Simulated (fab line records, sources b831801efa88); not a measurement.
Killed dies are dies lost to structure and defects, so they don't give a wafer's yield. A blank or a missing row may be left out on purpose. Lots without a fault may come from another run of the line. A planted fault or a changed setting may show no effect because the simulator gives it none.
Chamber matching | flow gf180mcu | GF_V5_CVD_02 on pecvd-04: 3 sister chambers
The step deposits SiO2 from TEOS, target thk 1450 nm, time 163.28 s. 6 wafers are shown with their chamber, then 7 later ones without.

WAFERS WITH THEIR CHAMBER
wafer  | chamber | heater_power_w (W)
L148.6 | 0       | 733
L152.3 | 1       | 713
L159.3 | 2       | 587
L159.6 | 2       | 592
L160.3 | 1       | 731
L160.5 | 0       | 722

WAFERS WITHOUT THEIR CHAMBER
wafer  | heater_power_w (W)
L160.6 | 583
L163.3 | 755
L163.5 | 603
L163.6 | 593
L164.1 | 630
L164.4 | 507
L164.6 | 709

WHICH CHAMBER EACH WENT THROUGH
wafer  | from the rows above     | in truth
L160.6 | 2                       | 2
L163.3 | can't be placed: 0 or 1 | 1
L163.5 | 2                       | 2
L163.6 | 2                       | 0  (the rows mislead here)
L164.1 | 2                       | 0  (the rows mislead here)
L164.4 | 2                       | 2
L164.6 | can't be placed: 1 or 0 | 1
Placed correctly: 3 of 7. Can't be placed from these rows: 2 (the true chamber is among the candidates in 2). Placed wrongly: 2.
How it was worked out, from the rows above alone: a wafer's distance from a chamber is the root of the sum, over the readings, of the square of ((its reading less the chamber's mean) divided by the reading's scatter). The wafer belongs to the nearest chamber; if the next one is less than 2 further off, it can't be placed. A chamber's mean is the mean of its shown wafers. The scatter: the root of (the sum of the squares of (reading less its chamber's mean) over the shown wafers, divided by (wafers less chambers)).
